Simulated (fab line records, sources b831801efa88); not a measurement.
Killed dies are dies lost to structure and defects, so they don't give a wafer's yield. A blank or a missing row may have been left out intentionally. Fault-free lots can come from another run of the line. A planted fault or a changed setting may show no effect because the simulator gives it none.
Commonality check across tools / flow gf180mcu / 42 wafers sampled across 13 lots

== THE REASON FOR OPENING IT ==
On 1 of the 13 lots, a flag is raised at GF_STI_CD_MEAS_12 on the reading cdNm. Fault-free wafers read 219.9 nm, with a standard deviation of 1.7.
Rule: a lot gets a flag if all its wafers with a number sit over 4 standard deviations from that mean, or if no wafer of it has a number. All remaining lots are regarded as sound.

lot=L754; measured=day 2 01:04; on=cdSem-02; cdNm (nm), wafer by wafer=224.4 223.5 222.3; flag=
lot=L755; measured=day 2 07:38; on=cdSem-02; cdNm (nm), wafer by wafer=221.4 220.0 220.1; flag=
lot=L758; measured=day 2 22:02; on=cdSem-02; cdNm (nm), wafer by wafer=217.0 217.0 217.6; flag=
lot=L760; measured=day 3 07:55; on=cdSem-02; cdNm (nm), wafer by wafer=222.8 224.1 222.8; flag=
lot=L761; measured=day 3 13:44; on=cdSem-02; cdNm (nm), wafer by wafer=220.8 221.4 220.9; flag=
lot=L762; measured=day 3 20:07; on=cdSem-01; cdNm (nm), wafer by wafer=217.7 218.2 218.8; flag=
lot=L764; measured=day 4 05:16; on=cdSem-02; cdNm (nm), wafer by wafer=220.7 222.1 221.0; flag=
lot=L765; measured=day 4 10:46; on=cdSem-02; cdNm (nm), wafer by wafer=218.2 218.9 218.7; flag=
lot=L767; measured=day 4 20:02; on=cdSem-01; cdNm (nm), wafer by wafer=221.3 220.0 220.6; flag=
lot=L768; measured=day 5 02:05; on=cdSem-02; cdNm (nm), wafer by wafer=172.9 172.9 172.3 173.2 172.6 172.5; flag=FLAGGED
lot=L769; measured=day 5 07:25; on=cdSem-02; cdNm (nm), wafer by wafer=219.3 221.3 221.6; flag=
lot=L771; measured=day 5 17:28; on=cdSem-02; cdNm (nm), wafer by wafer=220.9 220.0 219.5; flag=
lot=L772; measured=day 5 22:04; on=cdSem-02; cdNm (nm), wafer by wafer=219.0 220.2 219.9; flag=
Average over the flagged lots: 172.7 nm; offset from the usual -47.2 nm, equal to -28 standard deviations.

== WHICH TOOL RAN EACH LOT ==
The record keeps 1 process step preceding the reading, out of 602 steps on the route. In each cell: the tool, then ch and the chambers that the sampled wafers went through, then the start.
lot=L754; flag=; GF_STI_EXPOSE_09=krfScanner-02 ch 0, day 1 19:12
lot=L755; flag=; GF_STI_EXPOSE_09=krfScanner-02 ch 0, day 2 01:41
lot=L758; flag=; GF_STI_EXPOSE_09=krfScanner-01 ch 0, day 2 15:41
lot=L760; flag=; GF_STI_EXPOSE_09=krfScanner-01 ch 0, day 3 02:12
lot=L761; flag=; GF_STI_EXPOSE_09=krfScanner-02 ch 0, day 3 06:55
lot=L762; flag=; GF_STI_EXPOSE_09=krfScanner-01 ch 0, day 3 13:35
lot=L764; flag=; GF_STI_EXPOSE_09=krfScanner-02 ch 0, day 3 22:44
lot=L765; flag=; GF_STI_EXPOSE_09=krfScanner-01 ch 0, day 4 04:11
lot=L767; flag=; GF_STI_EXPOSE_09=krfScanner-02 ch 0, day 4 13:20
lot=L768; flag=FLAGGED; GF_STI_EXPOSE_09=krfScanner-02 ch 0, day 4 19:23
lot=L769; flag=; GF_STI_EXPOSE_09=krfScanner-02 ch 0, day 5 00:25
lot=L771; flag=; GF_STI_EXPOSE_09=krfScanner-02 ch 0, day 5 09:57
lot=L772; flag=; GF_STI_EXPOSE_09=krfScanner-01 ch 0, day 5 15:15
These steps, and what they do:
- GF_STI_EXPOSE_09: exposes mask COMP, target cd 220 nm.
- GF_STI_CD_MEAS_12: target cd 220 nm.

== FLAGGED OVER TOTAL, TOOL BY TOOL (the gauges that took the reading come last) ==
step=GF_STI_EXPOSE_09; tool=krfScanner-01; lots run=5; flagged=0; share of the flagged lots=none; sound lots run after its first flagged lot=-
step=GF_STI_EXPOSE_09; tool=krfScanner-02; lots run=8; flagged=1; share of the flagged lots=all; sound lots run after its first flagged lot=2 (L769,L771)
step=GF_STI_CD_MEAS_12; tool=cdSem-01; lots run=2; flagged=0; share of the flagged lots=none; sound lots run after its first flagged lot=-
step=GF_STI_CD_MEAS_12; tool=cdSem-02; lots run=11; flagged=1; share of the flagged lots=all; sound lots run after its first flagged lot=3 (L769,L771,L772)

== WHAT THE TABLE PERMITS ==
Table rows that saw every flagged lot: 2, namely krfScanner-02 at GF_STI_EXPOSE_09 and cdSem-02 at GF_STI_CD_MEAS_12.
- krfScanner-02 at GF_STI_EXPOSE_09 ran 8 lots, 1 of them flagged. Lots that were sound ran on it after the first flagged one (L769, L771); a persistent fault on the entire tool would not allow that.
- cdSem-02 at GF_STI_CD_MEAS_12 ran 11 lots, 1 of them flagged. Lots that were sound ran on it after the first flagged one (L769, L771, L772); a persistent fault on the entire tool would not allow that.
No row of the table ran every flagged lot and no sound lot after the first.

== WHAT HAD BEEN PUT IN BY THE SIMULATOR ==
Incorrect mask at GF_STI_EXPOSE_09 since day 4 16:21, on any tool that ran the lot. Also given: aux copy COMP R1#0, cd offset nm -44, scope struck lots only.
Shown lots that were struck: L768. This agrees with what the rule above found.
